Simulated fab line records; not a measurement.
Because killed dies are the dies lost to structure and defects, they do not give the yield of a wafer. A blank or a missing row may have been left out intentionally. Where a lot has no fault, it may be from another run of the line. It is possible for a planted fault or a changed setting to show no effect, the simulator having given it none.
Which tool is to blame?	flow sky130	27 wafers from 9 lots sampled at 5 of the route's 708 steps

== WHAT THE GAUGES READ, wafer by wafer ==
SKY_SONOS_TUNNEL_TW_MEAS_12. Usual: SONOS_TUNNEL_TW 197.2, standard deviation 1.7.
lot	measured	on	SONOS_TUNNEL_TW	flag
L101	day 11 13:24	filmMetro-02	195.6 198.6 197.7	
L102	day 11 19:08	filmMetro-02	197.4 197.0 198.0	
L103	day 12 02:44	filmMetro-01	196.9 196.4 195.9	
L104	day 12 10:30	filmMetro-02	196.4 197.7 195.5	
L105	day 12 15:46	filmMetro-02	195.4 196.2 195.3	
L108	day 13 21:33	filmMetro-04	296.1 298.1 299.0	OFF
L109	day 14 01:30	filmMetro-01	292.8 292.7 293.5	OFF
L110	day 14 08:49	filmMetro-04	296.3 294.9 297.9	OFF
L111	day 14 17:39	filmMetro-01	291.1 295.1 292.9	OFF

SKY_CONTACT_THK_MEAS_03. Usual: CONTACT_HDPCVD_THK 564 nm, standard deviation 6.4.
lot	measured	on	CONTACT_HDPCVD_THK (nm)	flag
L101	day 30 20:48	filmMetro-03	563 570 565	
L102	day 30 22:47	filmMetro-04	557 568 556	
L103	day 31 11:58	filmMetro-03	562 570 564	
L104	day 31 15:56	filmMetro-03	567 570 571	
L105	day 31 22:28	filmMetro-02	576 568 569	
L108	day 33 08:24	filmMetro-03	577 576 563	
L109	day 33 09:55	filmMetro-03	578 561 563	
L110	day 33 15:31	filmMetro-02	561 562 553	
L111	day 34 04:52	filmMetro-02	567 565 572	

== TOOL THAT RAN EACH LOT (tool first, then ch and the chambers of the sampled wafers, then the start) ==
lot	SKY_SONOS_TUNNEL_IMPLANT_09	SKY_LI_CONTACT_ETCH_14	SKY_CONTACT_CVD_00
L101	implanter-04 ch 0, day 11 12:58	rieDiel-02 ch 0,3, day 29 14:22	pecvd-01 ch 0,1,2, day 30 20:38
L102	implanter-04 ch 0, day 11 18:30	rieDiel-04 ch 0,1,3, day 29 15:37	pecvd-03 ch 1,2, day 30 22:37
L103	implanter-04 ch 0, day 12 02:21	rieDiel-02 ch 0,1,3, day 30 05:04	pecvd-03 ch 0,2, day 31 11:47
L104	implanter-02 ch 0, day 12 10:07	rieDiel-01 ch 2,3, day 30 08:52	pecvd-04 ch 0,1, day 31 15:44
L105	implanter-02 ch 0, day 12 15:21	rieDiel-02 ch 1,2,3, day 30 15:19	pecvd-01 ch 0,2, day 31 22:14
L108	implanter-04 ch 0, day 13 21:08	rieDiel-04 ch 0,3, day 32 02:22	pecvd-03 ch 0,1, day 33 08:14
L109	implanter-02 ch 0, day 14 01:06	rieDiel-01 ch 1,2,3, day 32 03:49	pecvd-04 ch 0,1,2, day 33 09:44
L110	implanter-04 ch 0, day 14 08:23	rieDiel-02 ch 1,2,3, day 32 10:10	pecvd-01 ch 1,2, day 33 15:21
L111	implanter-04 ch 0, day 14 17:13	rieDiel-02 ch 1,2,3, day 32 22:46	pecvd-04 ch 0,1,2, day 34 04:42
- SKY_SONOS_TUNNEL_IMPLANT_09
- SKY_LI_CONTACT_ETCH_14: etches BARC in N2/H2, stops on SiO2, time 45.9 s, target depth 60 nm.
- SKY_CONTACT_CVD_00: deposits Si3N4, target thk 75 nm.

== AS READ BY THE TOOLS THEMSELVES (means over the sampled wafers that have a number; for cases with no such wafer, the mark the record gives instead) ==
SKY_LI_CONTACT_ETCH_14. Usual: drypumpMotorCurrentA 5.7 A, standard deviation 0.48; oesProductAu 0.855 a.u., standard deviation 0.0048; throttleValvePct 13.225 %, standard deviation 0.0084.
lot	tool	drypumpMotorCurrentA (A)	oesProductAu (a.u.)	throttleValvePct (%)	flag
L101	rieDiel-02	5.6	0.851	13.221	
L102	rieDiel-04	6.0	0.856	13.227	
L103	rieDiel-02	5.7	0.855	13.219	
L104	rieDiel-01	6.0	0.853	13.229	
L105	rieDiel-02	5.7	0.860	13.229	
L108	rieDiel-04	5.8	0.857	13.224	
L109	rieDiel-01	5.8	0.854	13.221	
L110	rieDiel-02	5.7	0.856	13.221	
L111	rieDiel-02	5.7	0.851	13.230	

SKY_CONTACT_CVD_00. Usual: heaterPowerW 720 W, standard deviation 79.
lot	tool	heaterPowerW (W)	flag
L101	pecvd-01	707	
L102	pecvd-03	767	
L103	pecvd-03	793	
L104	pecvd-04	743	
L105	pecvd-01	691	
L108	pecvd-03	775	
L109	pecvd-04	716	
L110	pecvd-01	717	
L111	pecvd-04	714	

== THE ANSWER, worked out from the rows above alone ==
Rule: a lot counts as off when the mean over its wafers that have a number is more than 3 standard deviations away from the usual mean. A lot without any number at a reading at which 4 lots or more have one is off too. All remaining lots with rows at the step are treated as sound. After the gauges, taken in route order, come the tools' own readings; for these a lot's mean is taken, as printed above. At the first step where some lot is off, the reading lying furthest off is the one used; lots without a number count as furthest.
Off: at SKY_SONOS_TUNNEL_TW_MEAS_12 (SONOS_TUNNEL_TW), L108, L109, L110, L111.
A tool fits if, at a process step before that reading, it ran every lot that is off, and no sound lot after the first of them. The gauges at SKY_SONOS_TUNNEL_TW_MEAS_12 are tried like those tools. Of those tried, none fits.

== WHAT THE SIMULATOR HAD PUT IN ==
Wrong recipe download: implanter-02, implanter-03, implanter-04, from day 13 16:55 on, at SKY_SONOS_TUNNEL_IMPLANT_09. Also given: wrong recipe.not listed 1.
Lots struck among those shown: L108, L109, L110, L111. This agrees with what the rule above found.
